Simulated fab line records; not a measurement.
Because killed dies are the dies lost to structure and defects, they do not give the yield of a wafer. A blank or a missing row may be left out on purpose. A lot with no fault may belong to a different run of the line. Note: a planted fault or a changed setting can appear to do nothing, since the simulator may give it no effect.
A struck lot beside a sound one || flow sky130 || 43 out of 708 route steps
Sound: the wafers L599.1, L599.4, L599.5. Wafers L593.1, L593.5, L593.6 were the ones struck. The cause is named last.
For every step that has rows: the tool of each side, followed by ch and its chambers, followed by its first start. Under that, the readings that differ: sound wafers || struck wafers || difference of the means || sigmas: that difference in standard deviations of wafers without a fault.
alike: readings whose means differ by less than 2 such deviations, and words and numbers that are the same on both sides. not compared: withheld readings, readings that some wafer has no value for, bounds like >300 that may hide the same value, and numbers for which the record gives no deviation and whose values overlap.
Wherever a step has rows on one side only, a row that says differs or no value, or a row with sigmas, the two part there. Numbers that don't overlap but have no deviation are shown without sigmas and don't part them. Lack of a reading on every wafer of one side parts them only where that side has two or more wafers.

SKY_LDD_P_OVL_MEAS_08:
  sound on overlay-02, day 26 02:01; struck on overlay-01, day 24 00:10
  alike: LDD_P_OVL
after that, 1 step had no rows for these wafers: SKY_LDD_P_IMPLANT_09.
SKY_LDD_P_STRIP_10: strips in O2/N2.
  sound on plasmaAsher-04 ch 0,1, day 26 02:11; struck on plasmaAsher-02 ch 0,1, day 24 00:20
  alike: drypumpMotorCurrentA, oesProductAu, stripTimeToEndpointS
  not compared: rfHoursCounterH
SKY_LDD_P_TW_MEAS_11:
  sound on filmMetro-04, day 26 02:17; struck on filmMetro-04, day 24 00:26
  alike: LDD_P_TW
then, 7 steps without rows for these wafers: SKY_LDD_HVN_DEHYDRATE_00 (time 60 s); SKY_LDD_HVN_HMDS_01 (prime time 60 s); SKY_LDD_HVN_COAT_02 (resist thk 300 nm); SKY_LDD_HVN_SOFTBAKE_03 (time 60 s); SKY_LDD_HVN_EXPOSE_04 (exposes mask HVNTM, target cd 700 nm); SKY_LDD_HVN_PEB_05; SKY_LDD_HVN_DEVELOP_06 (develop time 60 s).
SKY_LDD_HVN_OVL_MEAS_07:
  sound on overlay-01, day 27 07:18; struck on overlay-02, day 25 05:59
  alike: LDD_HVN_OVL
SKY_LDD_HVN_IMPLANT_08:
  sound on implanter-02 ch 0, day 27 07:20; struck on implanter-03 ch 0, day 25 06:01
  alike: faradayCurrentUA
SKY_LDD_HVN_STRIP_09: strips in O2/N2.
  sound on plasmaAsher-04 ch 0,1, day 27 07:29; struck on plasmaAsher-03 ch 0,1, day 25 06:10
  alike: drypumpMotorCurrentA, oesProductAu, stripTimeToEndpointS
  not compared: rfHoursCounterH
SKY_LDD_HVN_TW_MEAS_10:
  sound on filmMetro-03, day 27 07:35; struck on filmMetro-02, day 25 06:16
  alike: LDD_HVN_TW
then, 7 steps without rows for these wafers: SKY_LDD_HVP_DEHYDRATE_00 (time 60 s); SKY_LDD_HVP_HMDS_01 (prime time 60 s); SKY_LDD_HVP_COAT_02 (resist thk 300 nm); SKY_LDD_HVP_SOFTBAKE_03 (time 60 s); SKY_LDD_HVP_EXPOSE_04 (exposes mask HVPTM, target cd 700 nm); SKY_LDD_HVP_PEB_05; SKY_LDD_HVP_DEVELOP_06 (develop time 60 s).
SKY_LDD_HVP_OVL_MEAS_07:
  sound on overlay-02, day 28 12:26; struck on overlay-01, day 26 11:28
  alike: LDD_HVP_OVL
after that, 1 step had no rows for these wafers: SKY_LDD_HVP_IMPLANT_08.
SKY_LDD_HVP_STRIP_09: strips in O2/N2.
  sound on plasmaAsher-02 ch 0,1, day 28 12:37; struck on plasmaAsher-01 ch 0,1, day 26 11:39
  alike: drypumpMotorCurrentA, oesProductAu, stripTimeToEndpointS
  not compared: rfHoursCounterH
SKY_LDD_HVP_TW_MEAS_10:
  sound on filmMetro-04, day 28 12:43; struck on filmMetro-02, day 26 11:45
  alike: LDD_HVP_TW
then, 7 steps without rows for these wafers: SKY_LDD_LDN_DEHYDRATE_00 (time 60 s); SKY_LDD_LDN_HMDS_01 (prime time 60 s); SKY_LDD_LDN_COAT_02 (resist thk 1140 nm); SKY_LDD_LDN_SOFTBAKE_03 (time 60 s); SKY_LDD_LDN_EXPOSE_04 (exposes mask LDNTM, target cd 700 nm); SKY_LDD_LDN_PEB_05; SKY_LDD_LDN_DEVELOP_06 (develop time 60 s).
SKY_LDD_LDN_OVL_MEAS_07:
  sound on overlay-01, day 29 16:30; struck on overlay-02, day 27 16:45
  alike: LDD_LDN_OVL
then, 4 steps without rows for these wafers: SKY_LDD_LDN_IMPLANT_08; SKY_LDD_LDN_IMPLANT_09; SKY_LDD_LDN_IMPLANT_10; SKY_LDD_LDN_IMPLANT_11.
SKY_LDD_LDN_STRIP_12: strips in O2/N2.
  sound on plasmaAsher-01 ch 0,1, day 29 17:08; struck on plasmaAsher-04 ch 0,1, day 27 17:23
  alike: drypumpMotorCurrentA, oesProductAu, stripTimeToEndpointS
  not compared: rfHoursCounterH
SKY_LDD_LDN_TW_MEAS_13:
  sound on filmMetro-03, day 29 17:14; struck on filmMetro-01, day 27 17:29
  alike: LDD_LDN_TW
then, 2 steps without rows for these wafers: SKY_LDD_LDN_CLEAN_14 (cleans in SC1/SC2, time 150 s); SKY_SPACER_CVD_00 (deposits Si3N4 from DCS/NH3, target thk 43.1 nm, time 740 s).
-- the record jumps here: 22 days lie between the struck wafers' starts before and after (it left off in module SPACER and takes up again in module PAD_OPEN, whose first step shown is number 708 of the route) --
SKY_PAD_OPEN_PROBE_99:
  sound on prober-01, day 50 09:16; struck on prober-01, day 49 09:22
{"reading": "model.etest.tip_n_5v.rsOhmSq", "sound": "1420 1416 1432", "struck": "2006 2197 1975", "difference": "+637", "sigmas": ""}
{"reading": "model.etest.nfetG5v0d10v5.rOnOhmUm", "sound": "1886 1879 1882", "struck": "1956 1974 1973", "difference": "+85", "sigmas": ""}
{"reading": "model.etest.tip_n_5v.rsOhmSqRange", "sound": "33.8 28.03 28.06", "struck": "43.33 65.11 45.03", "difference": "+21.19", "sigmas": ""}
{"reading": "model.etest.nfetG5v0d10v5.vtSatV (V)", "sound": "0.7663 0.7689 0.7708", "struck": "0.7874 0.799 0.7866", "difference": "+0.0223", "sigmas": ""}
  alike: killed_at_M0_to_M3, killed_at_M4_up, killedAtContacts, killedAtFrontEnd, killedAtOther, killedDies, killedOpen, killedShort

## WHERE THEY PART
Nowhere in this record.

WHY: the cause the simulator had injected
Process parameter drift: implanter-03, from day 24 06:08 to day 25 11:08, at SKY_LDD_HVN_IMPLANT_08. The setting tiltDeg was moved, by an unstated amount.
